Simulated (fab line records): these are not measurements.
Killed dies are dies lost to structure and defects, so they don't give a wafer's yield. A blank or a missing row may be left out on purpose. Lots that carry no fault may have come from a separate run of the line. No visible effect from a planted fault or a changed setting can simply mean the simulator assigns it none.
Struck lot and sound lot, side by side || flow sky130 || 16 steps out of a route of 708
Sound: wafers L570.2, L570.3, L570.4. Struck: wafer L578.3. (L578.4, L578.5 of the same lot were not struck and are left out.) The cause comes at the end.
For every step that has rows: the tool of each side, followed by ch and its chambers, followed by its first start. Under that, the readings that differ: sound wafers || struck wafers || difference of the means || sigmas: that difference in standard deviations of wafers without a fault.
alike: a reading whose means differ by less than 2 such deviations, as well as words and numbers matching on both sides. not compared: withheld readings; readings where some wafer has no value; bounds like >300 that might hide an equal value; numbers whose values overlap and for which the record gives no deviation.
The two part at a step that has a row with sigmas, a row that says differs or no value, or rows on one side only. When numbers do not overlap yet have no deviation, they are printed without sigmas and do not part them. Lack of a reading on every wafer of one side parts them only where that side has two or more wafers.

first, 8 steps without rows for these wafers: SKY_METAL2_DEHYDRATE_07 (time 60 s); SKY_METAL2_HMDS_08 (prime time 60 s); SKY_METAL2_COAT_09 (resist thk 60 nm); SKY_METAL2_COAT_10 (resist thk 450 nm); SKY_METAL2_SOFTBAKE_11 (time 90 s); SKY_METAL2_EXPOSE_12 (exposes mask MM2, target cd 140 nm); SKY_METAL2_PEB_13; SKY_METAL2_DEVELOP_14 (develop time 60 s).
SKY_METAL2_CD_MEAS_15: target cd 140 nm.
  sound on cd-sem-02 at day 38 16:50; struck on cd-sem-01 at day 41 10:16
{"reading": "cd-nm (nm)", "sound": "141.9 140.9 141.4", "struck": 138.5, "difference": -2.9, "sigmas": -2}
SKY_METAL2_OVL_MEAS_16:
  sound on overlay-01 at day 38 16:57; struck on overlay-01 at day 41 10:21
  alike: METAL2_OVL
SKY_METAL2_DESCUM_17: chemistry O2, time 8 s.
  sound on rie-metal-02 ch 0,1, day 38 16:59; struck on rie-metal-02 ch 1, day 41 10:23
  alike: drypump-motor-current-A, he-backside-leak-sccm, oes-product-au
  not compared: rf-hours-counter-h
SKY_METAL2_ETCH_18: etches BARC in N2/H2, stops on SiO2, time 45.9 s, target depth 60 nm.
  sound on rie-metal-02 ch 0,1, day 38 17:01; struck on rie-metal-02 ch 1, day 41 10:26
  alike: bias-w, drypump-motor-current-A, he-backside-leak-sccm, oes-product-au, throttle-valve-pct
  not compared: rf-hours-counter-h
SKY_METAL2_METAL_ETCH_19: etches the open film in Cl2/BCl3, stops on SiO2, target depth 360 nm, time 78 s.
  sound on rie-metal-02 ch 0,1, day 38 17:04; struck on rie-metal-02 ch 1, day 41 10:30
{"reading": "model.KrF-thick_of_METAL2_COAT_10.thk-nm (nm)", "sound": "154.1 158.5 152.7", "struck": 207.9, "difference": "+52.8", "sigmas": ""}
{"reading": "model.METAL2.cd-nm (nm)", "sound": "140.2 140.6 142.5", "struck": 144, "difference": "+3", "sigmas": ""}
{"reading": "model.SiO2_of_VIA1_HDPCVD_00.thk-nm (nm)", "sound": "330.8 331.4 330.7", "struck": 332.6, "difference": "+1.6", "sigmas": ""}
  alike: bias-w, drypump-motor-current-A, he-backside-leak-sccm, oes-product-au, throttle-valve-pct
  not compared: rf-hours-counter-h
SKY_METAL2_STRIP_20: strips in O2/N2.
  sound on plasma-asher-04 ch 0,1, day 38 17:10; struck on plasma-asher-04 ch 0, day 41 10:36
{"reading": "oes-product-au (a.u.)", "sound": "0.343 0.345 0.334", "struck": 0.366, "difference": "+0.025", "sigmas": "+6"}
{"reading": "strip-time-to-endpoint-s (s)", "sound": "2.651 2.705 2.632", "struck": 3.241, "difference": "+0.578", "sigmas": "+22"}
  alike: drypump-motor-current-A
  not compared: rf-hours-counter-h
then, 1 step without rows for these wafers: SKY_METAL2_STRIP_21 (strips in post etch residue remover, time 1200 s).
-- the record jumps here: 9 days lie between the struck wafers' starts before and after (it left off in module METAL2 and takes up again in module PAD_OPEN, whose first step shown is number 708 of the route) --
SKY_PAD_OPEN_PROBE_99:
  sound on prober-02 at day 48 13:38; struck on prober-01 at day 50 10:22
{"reading": "model.etest.met2.width-nm (nm)", "sound": "139.9 144.1 145.1", "struck": 146.7, "difference": "+3.7", "sigmas": ""}
{"reading": "model.etest.met2-comb.leak-log10-a-um", "sound": "-11.8 -11.9 -11.93", "struck": -9.354, "difference": "+2.523", "sigmas": ""}
{"reading": "model.etest.met2.line-ohm-um", "sound": "0.8882 0.8685 0.851", "struck": 0.8432, "difference": -0.0260, "sigmas": ""}

WHERE THEY PART
First at SKY_METAL2_CD_MEAS_15; last, within this record, at SKY_METAL2_STRIP_20.

WHY: what had been put in by the simulator
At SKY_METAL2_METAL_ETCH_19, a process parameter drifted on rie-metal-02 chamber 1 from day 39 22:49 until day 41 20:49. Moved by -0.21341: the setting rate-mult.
